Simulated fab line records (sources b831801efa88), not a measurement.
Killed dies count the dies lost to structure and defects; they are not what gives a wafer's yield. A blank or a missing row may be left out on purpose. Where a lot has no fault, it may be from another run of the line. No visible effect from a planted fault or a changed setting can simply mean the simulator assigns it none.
The same fault as seen by 2 desks / flow gf180mcu / every desk sees just its own numbers, and what lay behind them comes last

## DESK OF THE TOOL OWNER: pvd-sputter-02
The tool's own readings at GF_V3_SPUTTER_21 (material Ti, target thk 15 nm, time 80.02 s): means of the sampled wafers that have a number, for each lot that ran on this tool. Marked OUT: a lot whose mean sits more than 4 standard deviations from the usual mean, which makes it out of limits; the brackets give that distance.
Columns: A = throttle-valve-pct at GF_V3_SPUTTER_21, usual 30.6 %
lot=L462; first seen here=day 23 15:24; A=31.6
lot=L472; first seen here=day 27 08:31; A=30.8
lot=L473; first seen here=day 27 19:00; A=30.9
Result from this desk: across the 3 lots, nothing is out of limits.

## METROLOGY DESK
Means of the sampled wafers that have a number, per lot and without regard to the tool the lot ran on: this is what the gauges read. Marked OUT: a lot whose mean sits more than 4 standard deviations from the usual mean, which makes it out of limits; the brackets give that distance.
Columns: A = cd-nm at GF_V3_CD_MEAS_14, usual 260.0 nm; B = V3_OVL at GF_V3_OVL_MEAS_15, usual -5 nm
lot=L458; first seen here=day 22 02:43; A=259.0; B=-13
lot=L462; first seen here=day 23 14:37; A=259.8; B=-6
lot=L472; first seen here=day 27 06:34; A=261.3; B=6
lot=L473; first seen here=day 27 18:10; A=261.3; B=-9
lot=L476; first seen here=day 28 13:15; A=260.3; B=-2
lot=L480; first seen here=day 29 13:54; A=260.2; B=-4
Result from this desk: across the 6 lots, nothing is out of limits.

## TAKEN TOGETHER
Nothing out of limits was seen by the tool owner's desk.
At the metrology desk, nothing out of limits was observed.

## WHAT THE SIMULATOR HAD INSERTED
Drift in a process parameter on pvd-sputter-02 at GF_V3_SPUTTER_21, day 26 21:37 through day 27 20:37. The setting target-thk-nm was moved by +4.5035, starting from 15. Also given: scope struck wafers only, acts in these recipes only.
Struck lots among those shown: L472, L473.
